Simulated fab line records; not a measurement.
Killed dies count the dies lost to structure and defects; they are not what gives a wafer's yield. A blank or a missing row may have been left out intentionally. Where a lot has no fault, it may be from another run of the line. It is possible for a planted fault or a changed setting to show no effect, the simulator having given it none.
fab line records	flow sky130
record lots=7	wafers=21	lastDay=50
route steps=708 shown VT_ADJUST_PCH@144 SONOS_TUNNEL@154 PAD_OPEN@708
lots that met no fault: from a run of the same line without faults
startH: hours from the record's opening day to when the first of the lot's shown wafers began	waitH: how many hours have passed since the lot's step before this one	" as in the row above	L1.1+2: several wafers, shown together as one row	- either no value or no given start	* or withheld: withheld	< > ~ a bound
route shown NAME@n: a module of which the file shows steps, and the number in the route of the first	usual: the fault-free wafers' mean and standard deviation	same: alike in all rows	chamber/n: place in a boat	sites: the reading at each site	_std_site: the standard deviation of these	_edge_site: inner sites' mean taken away from outer sites' mean	radiusMm: for every site, how far away it sits from the centre of the wafer	mask NAME#n: copy n	behind: the most recent tool/chamber to have shaped the wafer	hold: why the lot went on hold/how many hours it stayed there/how the hold came to an end	device: the transistor (n, p or np) that didn't switch	end of line: tests of these same wafers at the route's end	a step given without rows: its recipe and nothing more	killed: dies that structure and defects cost at the first sort, which is not the same as the wafer's yield	map: per-die view of a wafer (x killed, . not killed, _ where there is no die)
set.NAME: the setting that was run; set.NAME@STEP: the one run at that earlier step	model.NAME: the simulator's own value behind a step, which no gauge read
lots at some steps of the route; a table a step, a row a wafer
services: from which hour (startH, from the record's first day; less than 0 if before it) a tool's chamber was out of use, for how many hours, and why
## steps
# step SKY_VT_ADJUST_PCH_HMDS_01
# recipe primeTimeS=60	primeTempC=120
# step SKY_VT_ADJUST_PCH_COAT_02
# recipe spinRpm=2000	resistThkNm=3000
# step SKY_VT_ADJUST_PCH_SOFTBAKE_03
# recipe tempC=110	timeS=withheld
# step SKY_VT_ADJUST_PCH_EXPOSE_04
# recipe maskId=NWM	na=0.6	sourceShape=conventional	sigmaOuter=0.6	polarization=unpolarized	targetCdNm=840	doseMj=255
# step SKY_VT_ADJUST_PCH_PEB_05
# recipe tempC=115	timeS=withheld
# step SKY_VT_ADJUST_PCH_DEVELOP_06
# recipe wallAngleDeg=90	developer=TMAH	developTimeS=60	devTempC=23
# step SKY_VT_ADJUST_PCH_OVL_MEAS_07
# usual VT_ADJUST_PCH_OVL=-0.3/1.5
lot.wafer	tool	chamber	startH	waitH	VT_ADJUST_PCH_OVL[nm]
L657.2	overlay-02	-	248.81	-	0.7
L657.3	"	-	"	"	0.2
L657.6	"	-	"	"	0.5
L660.2	overlay-02	-	274.56	-	0.3
L660.3	"	-	"	"	0.5
L660.4	"	-	"	"	-0.7
L664.2	overlay-02	-	302.11	-	1.6
L664.5	"	-	"	"	1.0
L664.6	"	-	"	"	1.4
L665.1	overlay-01	-	308.88	-	-1.2
L665.4	"	-	"	"	-2.7
L665.5	"	-	"	"	-1.4
L666.2	overlay-02	-	316.76	-	1.8
L666.3	"	-	"	"	1.8
L666.5	"	-	"	"	1.9
L673.2	overlay-01	-	368.61	-	-2.8
L673.4	"	-	"	"	-3.5
L673.6	"	-	"	"	-3.0
L676.4	overlay-02	-	390.48	-	-2.2
L676.5	"	-	"	"	-4.1
L676.6	"	-	"	"	-4.0
# step SKY_VT_ADJUST_PCH_IMPLANT_08
# recipe species=B	energyKev=10	doseCm2=5e+11	tiltDeg=withheld
# step SKY_VT_ADJUST_PCH_STRIP_09
# recipe chemistry=O2/N2	powerW=1400	pressureMtorr=1500	platenTempC=withheld	o2FlowSccm=3000	n2FlowSccm=300	overashFraction=0.5
# usual chamberPressureMTorr=1500.0/1.4	drypumpMotorCurrentA=5.8/0.38	oesProductAu=0.723/0.0042	stripTimeToEndpointS=36.90/0.11
lot.wafer	tool	chamber	startH	waitH	chamberPressureMTorr	drypumpMotorCurrentA	oesProductAu	rfHoursCounterH	stripTimeToEndpointS
L657.2	plasmaAsher-04	0	248.99	0.1	1499.6	5.6	0.720	55	36.72
L657.3	"	0	"	"	1498.9	5.6	0.719	-	36.77
L657.6	"	0	"	"	1501.2	5.6	0.718	-	36.78
L660.2	plasmaAsher-01	1	274.74	0.1	1500.4	5.5	0.726	45	37.23
L660.3	"	1	"	"	1500.9	5.6	0.726	-	37.09
L660.4	"	0	"	"	1501.2	6.3	0.722	-	37.13
L664.2	plasmaAsher-03	0	302.29	0.1	1500.5	5.1	0.716	62	36.94
L664.5	"	1	"	"	1499.5	6.0	0.723	-	36.96
L664.6	"	0	"	"	1499.9	5.1	0.722	-	36.97
L665.1	plasmaAsher-04	0	309.07	0.1	1498.3	5.6	0.723	61	36.76
L665.4	"	1	"	"	1501.1	5.9	0.719	-	36.68
L665.5	"	0	"	"	1503.1	5.6	0.725	-	36.67
L666.2	plasmaAsher-04	0	316.94	0.1	1500.5	5.6	0.726	62	36.94
L666.3	"	0	"	"	1502.0	5.7	0.720	-	36.91
L666.5	"	1	"	"	1498.1	5.9	0.718	-	37.00
L673.2	plasmaAsher-04	0	368.79	0.1	1500.4	5.6	0.717	67	37.04
L673.4	"	0	"	"	1502.9	5.6	0.723	-	36.96
L673.6	"	1	"	"	1499.2	5.9	0.721	-	37.00
L676.4	plasmaAsher-01	1	390.68	0.1	1501.6	5.5	0.719	-	36.89
L676.5	"	1	"	"	1501.4	5.6	0.720	-	36.83
L676.6	"	0	"	"	1501.0	6.4	0.722	-	36.90
# step SKY_VT_ADJUST_PCH_TW_MEAS_10
# usual VT_ADJUST_PCH_TW=142.4/1.5
lot.wafer	tool	chamber	startH	waitH	VT_ADJUST_PCH_TW
L657.2	filmMetro-04	-	249.10	0.1	141.0
L657.3	"	-	"	"	140.2
L657.6	"	-	"	"	140.8
L660.2	filmMetro-03	-	274.85	0.1	143.0
L660.3	"	-	"	"	144.1
L660.4	"	-	"	"	143.6
L664.2	filmMetro-04	-	302.40	0.1	140.5
L664.5	"	-	"	"	139.4
L664.6	"	-	"	"	140.7
L665.1	filmMetro-04	-	309.17	0.1	140.7
L665.4	"	-	"	"	140.2
L665.5	"	-	"	"	140.8
L666.2	filmMetro-04	-	317.05	0.1	140.8
L666.3	"	-	"	"	141.2
L666.5	"	-	"	"	142.1
L673.2	filmMetro-03	-	368.90	0.1	144.5
L673.4	"	-	"	"	144.3
L673.6	"	-	"	"	143.7
L676.4	filmMetro-04	-	390.77	0.1	141.5
L676.5	"	-	"	"	141.7
L676.6	"	-	"	"	141.3
# step SKY_SONOS_TUNNEL_DEHYDRATE_00
# recipe tempC=200	timeS=60
# step SKY_SONOS_TUNNEL_HMDS_01
# recipe primeTimeS=60	primeTempC=120
# step SKY_SONOS_TUNNEL_COAT_02
# recipe resist=NOVOLAK	spinRpm=3000	resistThkNm=1140
# usual chillPlateTempC=22.98/0.1	dispensePressureKPa=47/3.3
lot.wafer	tool	chamber	startH	waitH	chillPlateTempC	dispensePressureKPa
L657.2	lithoTrack-03	0	260.63	0.1	23.02	44
L657.3	"	0	"	"	23.07	44
L657.6	"	0	"	"	22.96	44
L660.2	lithoTrack-01	0	287.23	0.1	23.08	46
L660.3	"	0	"	"	23.11	46
L660.4	"	0	"	"	23.04	46
L664.2	lithoTrack-01	-	315.83	0.1	-	-
L664.5	"	-	"	"	-	-
L664.6	"	-	"	"	-	-
L665.1	lithoTrack-03	-	321.70	0.1	-	-
L665.4	"	-	"	"	-	-
L665.5	"	-	"	"	-	-
L666.2	lithoTrack-01	-	329.88	0.1	-	-
L666.3	"	-	"	"	-	-
L666.5	"	-	"	"	-	-
L673.2	lithoTrack-04	0	382.43	0.1	22.91	55
L673.4	"	0	"	"	23.12	55
L673.6	"	0	"	"	23.02	55
L676.4	lithoTrack-03	0	406.18	0.1	22.83	44
L676.5	"	0	"	"	23.07	44
L676.6	"	0	"	"	23.01	44
# step SKY_SONOS_TUNNEL_SOFTBAKE_03
# recipe tempC=90	timeS=60	resist=NOVOLAK
# step SKY_SONOS_TUNNEL_EXPOSE_04
# recipe maskId=TUNM	na=0.6	sourceShape=conventional	sigmaOuter=0.6	polarization=unpolarized	targetCdNm=410	doseMj=136
# step SKY_SONOS_TUNNEL_PEB_05
# recipe tempC=withheld	timeS=*	resist=NOVOLAK
# step SKY_SONOS_TUNNEL_DEVELOP_06
# recipe resist=NOVOLAK	developer=TMAH	developTimeS=60	devTempC=23
# step SKY_SONOS_TUNNEL_CD_MEAS_07
# recipe targetCdNm=410
# usual cdNm=410.2/2.8
lot.wafer	tool	chamber	startH	waitH	cdNm
L657.2	cdSem-02	-	272.63	0.1	410.9
L657.3	"	-	"	"	412.1
L657.6	"	-	"	"	410.9
L660.2	cdSem-02	-	299.88	0.1	411.5
L660.3	"	-	"	"	409.8
L660.4	"	-	"	"	412.4
L664.2	cdSem-01	-	329.07	0.1	-
L664.5	"	-	"	"	-
L664.6	"	-	"	"	-
L665.1	cdSem-02	-	335.61	0.1	-
L665.4	"	-	"	"	-
L665.5	"	-	"	"	-
L666.2	cdSem-02	-	343.78	0.1	-
L666.3	"	-	"	"	-
L666.5	"	-	"	"	-
L673.2	cdSem-01	-	397.52	0.1	411.2
L673.4	"	-	"	"	410.2
L673.6	"	-	"	"	414.3
L676.4	cdSem-01	-	421.21	0.1	413.9
L676.5	"	-	"	"	414.4
L676.6	"	-	"	"	413.3
# step SKY_SONOS_TUNNEL_OVL_MEAS_08
# usual SONOS_TUNNEL_OVL=-0.3/1.9
lot.wafer	tool	chamber	startH	waitH	SONOS_TUNNEL_OVL[nm]
L657.2	overlay-02	-	272.73	0.1	0.2
L657.3	"	-	"	"	0.4
L657.6	"	-	"	"	1.8
L660.2	overlay-01	-	299.98	0.1	0.4
L660.3	"	-	"	"	1.6
L660.4	"	-	"	"	1.0
L664.2	overlay-01	-	329.18	0.1	-
L664.5	"	-	"	"	-
L664.6	"	-	"	"	-
L665.1	overlay-02	-	335.73	0.1	-
L665.4	"	-	"	"	-
L665.5	"	-	"	"	-
L666.2	overlay-02	-	343.88	0.1	-
L666.3	"	-	"	"	-
L666.5	"	-	"	"	-
L673.2	overlay-01	-	397.63	0.1	0.0
L673.4	"	-	"	"	0.8
L673.6	"	-	"	"	-0.5
L676.4	overlay-02	-	421.29	0.1	-1.7
L676.5	"	-	"	"	-0.3
L676.6	"	-	"	"	-0.8
# step SKY_PAD_OPEN_PROBE_99
# usual killed_at_M0_to_M3=43/7.9	killed_at_M4_up=2.9/1.8	killedAtContacts=24/5.5	killedAtFrontEnd=15/4.2	killedAtOther=0.2/0.46	killedDies=86/11	killedOnRim=17/4.1	killedOpen=47/8.1	killedShort=39/6.4
# same grossDies=492	killedAtBackSide=0
lot.wafer	tool	chamber	startH	waitH	killed_at_M0_to_M3	killed_at_M4_up	killedAtContacts	killedAtFrontEnd	killedAtOther	killedDies	killedOnRim	killedOpen	killedShort
L660.2	prober-02	-	1123.70	0.1	53	4	15	15	0	87	20	51	36
L660.3	prober-02	-	1123.75	0.2	37	4	25	14	0	80	14	43	37
L660.4	prober-02	-	1123.80	0.2	44	1	26	17	0	88	22	52	36
L664.2	prober-01	-	1149.38	0.1	37	9	31	415	0	492	96	49	52
L664.5	prober-01	-	1149.53	0.2	38	2	26	426	0	492	96	30	45
L664.6	prober-01	-	1149.58	0.2	44	5	22	421	0	492	96	40	42
L665.1	prober-02	-	1149.68	0.1	38	4	18	431	1	492	96	51	29
L665.4	prober-02	-	1149.83	0.2	43	0	23	425	1	492	96	42	37
L665.5	prober-02	-	1149.88	0.2	46	2	23	420	1	492	96	46	41
L666.2	prober-01	-	1157.57	0.1	56	3	22	411	0	492	96	58	38
L666.3	prober-01	-	1157.62	0.2	42	6	16	428	0	492	96	40	35
L666.5	prober-01	-	1157.72	0.2	37	2	15	438	0	492	96	40	29
# killed by level:class
L660.2 VIA1:geometricParticle:open=9 VIA2:geometricParticle:open=9 VIA3:geometricParticle:open=9 CONTACT:geometricParticle:open=7 FIELD_ISO:geometricParticle:open=6 VIA1:geometricParticle:short=5 METAL1:geometricParticle:short=5 LI_CONTACT:geometricParticle:open=4
L660.3 CONTACT:geometricParticle:open=9 VIA1:geometricParticle:short=7 VIA3:geometricParticle:open=7 FIELD_ISO:geometricParticle:open=5 VIA1:geometricParticle:open=5 CONTACT:geometricParticle:short=5 LOCAL_INTERCONNECT:geometricParticle:short=5 VIA3:geometricParticle:short=5
L660.4 VIA1:geometricParticle:open=13 CONTACT:geometricParticle:open=8 CONTACT:geometricParticle:short=7 LI_CONTACT:geometricParticle:open=6 VIA2:geometricParticle:open=6 VIA3:geometricParticle:open=6 FIELD_ISO:geometricParticle:short=5 LOCAL_INTERCONNECT:geometricParticle:short=4
L664.2 SONOS_TUNNEL:areaExpose=391 CONTACT:geometricParticle:open=9 CONTACT:geometricParticle:short=9 POLY_GATE:geometricParticle:open=8 VIA1:geometricParticle:open=8 METAL4:geometricParticle:short=8 VIA2:geometricParticle:open=7 FIELD_ISO:geometricParticle:open=6
L664.5 SONOS_TUNNEL:areaExpose=417 CONTACT:geometricParticle:open=9 VIA1:geometricParticle:short=9 METAL2:geometricParticle:short=7 CONTACT:geometricParticle:short=6 VIA1:geometricParticle:open=6 LI_CONTACT:geometricParticle:open=5 LOCAL_INTERCONNECT:geometricParticle:short=5
L664.6 SONOS_TUNNEL:areaExpose=410 VIA1:geometricParticle:open=12 LI_CONTACT:geometricParticle:open=8 VIA1:geometricParticle:short=8 CONTACT:geometricParticle:open=6 METAL2:geometricParticle:short=6 FIELD_ISO:geometricParticle:short=4 CONTACT:geometricParticle:short=4
L665.1 SONOS_TUNNEL:areaExpose=412 VIA3:geometricParticle:open=10 CONTACT:geometricParticle:open=8 VIA1:geometricParticle:open=8 FIELD_ISO:geometricParticle:open=6 VIA2:geometricParticle:open=6 LI_CONTACT:geometricParticle:open=4 METAL1:geometricParticle:short=4
L665.4 SONOS_TUNNEL:areaExpose=413 VIA1:geometricParticle:open=8 CONTACT:geometricParticle:open=8 VIA3:geometricParticle:open=6 METAL2:geometricParticle:short=6 VIA2:geometricParticle:open=6 VIA1:geometricParticle:short=5 FIELD_ISO:geometricParticle:open=4
L665.5 SONOS_TUNNEL:areaExpose=405 VIA2:geometricParticle:open=9 VIA3:geometricParticle:open=8 VIA1:geometricParticle:open=7 CONTACT:geometricParticle:open=6 CONTACT:geometricParticle:short=5 VIA1:geometricParticle:short=5 LI_CONTACT:geometricParticle:open=4
L666.2 SONOS_TUNNEL:areaExpose=396 VIA1:geometricParticle:open=15 VIA2:geometricParticle:open=12 LI_CONTACT:geometricParticle:open=7 VIA3:geometricParticle:open=7 CONTACT:geometricParticle:open=6 METAL2:geometricParticle:short=6 POLY_GATE:geometricParticle:open=4
L666.3 SONOS_TUNNEL:areaExpose=417 VIA1:geometricParticle:open=12 METAL2:geometricParticle:short=9 LI_CONTACT:geometricParticle:open=8 VIA2:geometricParticle:open=7 CONTACT:geometricParticle:short=5 VIA2:geometricParticle:short=5 METAL4:geometricParticle:short=5
L666.5 SONOS_TUNNEL:areaExpose=423 LI_CONTACT:geometricParticle:open=9 VIA2:geometricParticle:open=7 METAL2:geometricParticle:short=7 VIA1:geometricParticle:short=6 VIA1:geometricParticle:open=6 POLY_GATE:geometricParticle:open=4 CONTACT:geometricParticle:open=4
# map L664.2 (x killed, . not)
__________xxxxxxxxxx_________
________xxxxxxxxxxxxxx_______
______xxxxxxxxxxxxxxxxxx_____
_____xxxxxxxxxxxxxxxxxxxx____
____xxxxxxxxxxxxxxxxxxxxxx___
___xxxxxxxxxxxxxxxxxxxxxxxx__
__xxxxxxxxxxxxxxxxxxxxxxxxxx_
_xxxxxxxxxxxxxxxxxxxxxxxxxxxx
_xxxxxxxxxxxxxxxxxxxxxxxxxxxx
_xxxxxxxxxxxxxxxxxxxxxxxxxxxx
_xxxxxxxxxxxxxxxxxxxxxxxxxxxx
_xxxxxxxxxxxxxxxxxxxxxxxxxxxx
_xxxxxxxxxxxxxxxxxxxxxxxxxxxx
_xxxxxxxxxxxxxxxxxxxxxxxxxxxx
_xxxxxxxxxxxxxxxxxxxxxxxxxxxx
__xxxxxxxxxxxxxxxxxxxxxxxxxx_
___xxxxxxxxxxxxxxxxxxxxxxxx__
____xxxxxxxxxxxxxxxxxxxxxx___
_____xxxxxxxxxxxxxxxxxxxx____
______xxxxxxxxxxxxxxxxxx_____
________xxxxxxxxxxxxxx_______
__________xxxxxxxxxx_________
# map L665.1 (x killed, . not)
__________xxxxxxxxxx_________
________xxxxxxxxxxxxxx_______
______xxxxxxxxxxxxxxxxxx_____
_____xxxxxxxxxxxxxxxxxxxx____
____xxxxxxxxxxxxxxxxxxxxxx___
___xxxxxxxxxxxxxxxxxxxxxxxx__
__xxxxxxxxxxxxxxxxxxxxxxxxxx_
_xxxxxxxxxxxxxxxxxxxxxxxxxxxx
_xxxxxxxxxxxxxxxxxxxxxxxxxxxx
_xxxxxxxxxxxxxxxxxxxxxxxxxxxx
_xxxxxxxxxxxxxxxxxxxxxxxxxxxx
_xxxxxxxxxxxxxxxxxxxxxxxxxxxx
_xxxxxxxxxxxxxxxxxxxxxxxxxxxx
_xxxxxxxxxxxxxxxxxxxxxxxxxxxx
_xxxxxxxxxxxxxxxxxxxxxxxxxxxx
__xxxxxxxxxxxxxxxxxxxxxxxxxx_
___xxxxxxxxxxxxxxxxxxxxxxxx__
____xxxxxxxxxxxxxxxxxxxxxx___
_____xxxxxxxxxxxxxxxxxxxx____
______xxxxxxxxxxxxxxxxxx_____
________xxxxxxxxxxxxxx_______
__________xxxxxxxxxx_________
## services
tool	chamber	startH	hours	kind
plasmaAsher-01	-	325.58	2.8	pm
plasmaAsher-04	-	372.60	2.8	repair
plasmaAsher-03	-	390.90	0.8	repair
## key
firstSign step=SKY_SONOS_TUNNEL_COAT_02	reading=toolRecord	direction=missing
effect step=SKY_SONOS_TUNNEL_CD_MEAS_07	reading=cdNm	direction=missing
effect step=SKY_SONOS_TUNNEL_OVL_MEAS_08	reading=SONOS_TUNNEL_OVL	direction=missing
effect step=SKY_PAD_OPEN_PROBE_99	reading=killedAtFrontEnd	direction=up	sigmas=97	usual=15	struck=424
moreKillsBornAt SKY_SONOS_TUNNEL_EXPOSE_04@ilineStepper-02=2466	SKY_SONOS_TUNNEL_EXPOSE_04@ilineStepper-01=1218
metAt SKY_SONOS_TUNNEL_COAT_02
struckWafers L664.2,L664.5,L664.6,L665.1,L665.4,L665.5,L666.2,L666.3,L666.5
laterRowsLeftOut L664.2,L664.5,L664.6,L665.1,L665.4,L665.5,L666.2,L666.3,L666.5
testerLeftOut L664,L665,L666
onsetBetween 287.23 315.83
fault kind=skippedStepWhole	tool=lithoTrack-01,lithoTrack-03	chamber=-	onsetH=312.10	steps=SKY_SONOS_TUNNEL_COAT_02	scope=struckLotsOnly
# testerLeftOut: of these lots the tester's yield and bins aren't shown, on N5 and GAA mostly nor the transistor test; their killed dies are dies lost to structure and defects alone, not to doping, threshold or leakage, so they don't give the yield
# laterRowsLeftOut: the simulator's readings of these wafers behind a module that went badly wrong aren't trusted and aren't shown, but for the sort
